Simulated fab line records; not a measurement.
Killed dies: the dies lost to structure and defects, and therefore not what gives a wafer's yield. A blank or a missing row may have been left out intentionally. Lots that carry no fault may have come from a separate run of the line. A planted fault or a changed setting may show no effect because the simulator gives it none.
A single fault, viewed from 2 desks || flow gf180mcu || what lay behind the numbers comes last; until then each desk has only its own

AT THE METROLOGY DESK
Means of the sampled wafers that have a number, per lot and without regard to the tool the lot ran on: this is what the gauges read. If a lot's mean is further than 4 standard deviations from the usual mean, the lot is out of limits and carries the mark OUT (the distance appears in the brackets).
Columns: A = V2_W_RS at GF_V2_RS_MEAS_24, usual 0.329 ohm/sq; B = V2_W_THK at GF_V2_THK_MEAS_25, usual 344 nm
{"lot": "L249", "first seen here": "day 20 02:28", "A": 0.322, "B": 353}
{"lot": "L251", "first seen here": "day 21 08:20", "A": 0.333, "B": 346}
{"lot": "L260", "first seen here": "day 24 07:40", "A": 0.325, "B": 350}
{"lot": "L268", "first seen here": "day 26 18:50", "A": 0.332, "B": 340}
{"lot": "L270", "first seen here": "day 27 10:45", "A": 0.334, "B": 340}
Finding of this desk: none of the 5 lots has anything out of limits.

DESK OF THE TOOL OWNER: pvd-sputter-01
The tool's own readings at GF_M3_SPUTTER_01 (material TiN, target thk 30 nm, time 25 s): means of the sampled wafers that have a number, for each lot that ran on this tool. If a lot's mean is further than 4 standard deviations from the usual mean, the lot is out of limits and carries the mark OUT (the distance appears in the brackets).
Columns: A = throttle-valve-pct at GF_M3_SPUTTER_01, usual 29.7 %
{"lot": "L249", "first seen here": "day 20 03:03", "A": 29.5}
{"lot": "L251", "first seen here": "day 21 08:55", "A": 29.5}
{"lot": "L260", "first seen here": "day 24 08:14", "A": 30.0}
Finding of this desk: none of the 3 lots has anything out of limits.

TAKEN TOGETHER
Nothing out of limits was seen by the metrology desk.
The desk of the tool owner found nothing out of limits.

WHAT THE SIMULATOR PUT IN
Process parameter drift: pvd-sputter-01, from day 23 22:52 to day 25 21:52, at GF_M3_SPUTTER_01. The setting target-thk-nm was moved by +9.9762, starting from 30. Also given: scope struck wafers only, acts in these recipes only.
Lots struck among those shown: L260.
